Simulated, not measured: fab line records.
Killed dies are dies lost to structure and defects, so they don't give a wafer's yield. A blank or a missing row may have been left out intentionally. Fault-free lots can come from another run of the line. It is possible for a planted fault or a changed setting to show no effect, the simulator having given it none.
Struck lot and sound lot, side by side / flow sky130 / 24 steps out of a route of 708
Sound: these wafers, L598.2, L598.4, L598.6. Wafers struck: L591.1, L591.2, L591.4. The cause is given at the end.
Order at every step that has rows: each side's tool, ch and its chambers, its first start. Under that, the readings that differ: sound wafers / struck wafers / difference of the means / sigmas: that difference in standard deviations of wafers without a fault.
alike: same words and numbers on both sides, and readings whose means sit less than 2 such deviations apart. not compared: any withheld reading, any reading some wafer has no value for, any bound like >300 that may hide the same value, and any number with overlapping values for which the record gives no deviation.
The two part at a step that has a row with sigmas, a row that says differs or no value, or rows on one side only. Numbers that don't overlap but have no deviation are shown without sigmas and don't part them. Lack of a reading on every wafer of one side parts them only where that side has two or more wafers.

first, 2 steps without rows for these wafers: SKY_POLY_GATE_CLEAN_19 (cleans in SC1/SC2, time 150 s); SKY_POLY_GATE_OXIDATION_20 (stabilise 600 s, purge 300 s, target thk 4 nm).
SKY_POLY_GATE_THK_MEAS_21:
  struck on film metro-02, day 20 16:41; sound on film metro-01, day 23 08:21
  alike: POLY_GATE_OXIDATION_THK
SKY_POLY_GATE_CD_MEAS_22:
  struck on cd sem-02, day 20 16:45; sound on cd sem-01, day 23 08:26
  alike: cd nm
then, 7 steps without rows for these wafers: SKY_LDD_N_DEHYDRATE_00 (time 60 s); SKY_LDD_N_HMDS_01 (prime time 60 s); SKY_LDD_N_COAT_02 (resist thk 300 nm); SKY_LDD_N_SOFTBAKE_03 (time 60 s); SKY_LDD_N_EXPOSE_04 (exposes mask NTM, target cd 840 nm); SKY_LDD_N_PEB_05; SKY_LDD_N_DEVELOP_06 (develop time 60 s).
SKY_LDD_N_OVL_MEAS_07:
  struck on overlay-01, day 21 23:49; sound on overlay-01, day 24 15:10
  alike: LDD_N_OVL
SKY_LDD_N_IMPLANT_08:
  sound on implanter-03 ch 0, day 24 15:13; struck on implanter-04 ch 0, day 21 23:51
reading=beam on s (s); sound=10.12 10.10 10.38; struck=71.93 70.67 72.34; difference=+61.45; sigmas=+99 or more
reading=dose ions cm2; sound=7.499e+13 7.494e+13 7.493e+13; struck=8.0225e+14 8.0221e+14 8.022e+14; difference=+7.2727e+14; sigmas=+99 or more
reading=faraday current uA; sound=418 419 408; struck=629 639 628; difference=+217; sigmas=+27
  alike: end station pressure torr, rotation deg
then, 7 steps without rows for these wafers: SKY_LDD_N_IMPLANT_09; SKY_LDD_N_IMPLANT_10; SKY_LDD_N_IMPLANT_11; SKY_LDD_N_IMPLANT_12; SKY_LDD_N_IMPLANT_13; SKY_LDD_N_IMPLANT_14; SKY_LDD_N_IMPLANT_15.
SKY_LDD_N_STRIP_16: strips in O2/N2.
  sound on plasma asher-01 ch 0,1, day 24 16:24; struck on plasma asher-01 ch 0,1, day 22 01:03
reading=strip time to endpoint s (s); sound=4.336 4.336 4.314; struck=5.800 5.804 5.775; difference=+1.464; sigmas=+98
  alike: chamber pressure mTorr, drypump motor current A, n2 flow sccm, oes product au
  not compared: rf hours counter h
SKY_LDD_N_TW_MEAS_17:
  struck on film metro-04, day 22 01:09; sound on film metro-03, day 24 16:31
reading=LDD_N_TW; sound=2588 2578 2595; struck=3031 3042 3017; difference=+443; sigmas=+26
then, 1 step without rows for these wafers: SKY_LDD_P_DEHYDRATE_00 (time 60 s).
-- the record jumps here: 27 days lie between the struck wafers' starts before and after (it left off in module LDD_P and takes up again in module PAD_OPEN, whose first step shown is number 708 of the route) --
SKY_PAD_OPEN_PROBE_99:
  struck on prober-02, day 49 00:40; sound on prober-02, day 50 13:02
reading=killed at contacts; sound=23 33 28; struck=22 13 19; difference=-10; sigmas=-2
reading=model.etest.tip n.rs ohm sq; sound=438.6 434 437.9; struck=244.6 246 244; difference=-192.0; sigmas=
reading=model.etest.nfet_01v8.r on ohm um; sound=828.1 826.8 830.7; struck=787.3 799.8 806.8; difference=-30.6; sigmas=
reading=model.etest.nfet_01v8_lvt.drive ua um; sound=581.4 580 571.8; struck=621.7 616.6 614.8; difference=+40.0; sigmas=
reading=model.etest.nfet_01v8_turned.drive ua um; sound=512.9 505 501.9; struck=544.7 544.1 541.5; difference=+36.8; sigmas=
reading=model.etest.nfet_01v8.drive ua um; sound=503.2 509.3 501.4; struck=544.8 537.3 534.7; difference=+34.3; sigmas=
reading=model.etest.sram nfet pass.drive ua um; sound=494.2 504.6 483.9; struck=525.3 516.7 530.1; difference=+29.8; sigmas=
reading=model.etest.nfet_01v8_swapped.drive ua um; sound=509.1 507.6 497.4; struck=525.7 522.5 523.1; difference=+19.1; sigmas=
reading=model.etest.licon ndiff.rc ohm; sound=184.6 187.7 188.4; struck=172.5 176.4 178.5; difference=-11.1; sigmas=
  alike: killed_at_M0_to_M3, killed_at_M4_up, killed at front end, killed at other, killed dies, killed open, killed short

== WHERE THEY PART ==
At SKY_LDD_N_IMPLANT_08 first; at SKY_PAD_OPEN_PROBE_99 last (within this record only).

WHY: the cause the simulator had injected
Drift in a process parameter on implanter-04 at SKY_LDD_N_IMPLANT_08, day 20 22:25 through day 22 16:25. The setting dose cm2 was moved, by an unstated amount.
